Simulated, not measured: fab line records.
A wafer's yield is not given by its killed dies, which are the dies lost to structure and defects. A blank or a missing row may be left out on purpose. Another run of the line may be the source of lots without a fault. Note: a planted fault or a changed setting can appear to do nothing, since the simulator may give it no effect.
Chamber matching	flow sky130	SKY_VIA3_CMP_02 on cmp-02 has 4 sister chambers
The step polishes SiO2. 8 wafers are shown with their chamber, then 12 later ones without.

WAFERS WITH THEIR CHAMBER
wafer	chamber	motorCurrentA (A)	slurryFlowMlMin
L082.6	1	12.7	150.0
L086.1	0	14.5	149.9
L086.2	3	12.2	149.8
L088.2	0	13.4	150.6
L088.4	1	12.8	150.5
L090.1	3	12.8	149.4
L090.4	2	11.2	150.5
L090.6	2	11.4	150.4

WAFERS WITHOUT THEIR CHAMBER
wafer	motorCurrentA (A)	slurryFlowMlMin
L093.1	11.6	150.1
L093.2	13.2	150.7
L093.5	11.6	149.7
L095.2	11.0	149.5
L095.3	12.4	149.8
L095.5	10.7	150.0
L096.2	12.9	149.4
L096.3	11.1	150.2
L096.5	12.7	149.4
L097.1	14.2	149.8
L097.5	11.2	149.3
L097.6	12.2	149.8

THE CHAMBER EACH PASSED THROUGH
wafer	from the rows above	in truth
L093.1	can't be placed: 2 or 3 or 1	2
L093.2	can't be placed: 1 or 0 or 3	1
L093.5	can't be placed: 3 or 2 or 1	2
L095.2	can't be placed: 2 or 3 or 1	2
L095.3	can't be placed: 3 or 1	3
L095.5	2	2
L096.2	can't be placed: 3 or 1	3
L096.3	2	2
L096.5	can't be placed: 3 or 1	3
L097.1	0	0
L097.5	can't be placed: 3 or 2 or 1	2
L097.6	can't be placed: 3 or 1 or 2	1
Correctly placed: 3 of 12. Can't be placed from these rows: 9 (the true chamber is among the candidates in 9). 0 placed wrongly.
How it was worked out, from the rows above alone: a wafer's distance from a chamber is the root of the sum, over the readings, of the square of ((its reading less the chamber's mean) divided by the reading's scatter). The wafer belongs to the nearest chamber; if the next one is less than 2 further off, it can't be placed. A chamber's mean is the mean of its shown wafers. The scatter: take each reading less its chamber's mean, square it, sum over the shown wafers, divide by the number of wafers less the number of chambers, and take the root.
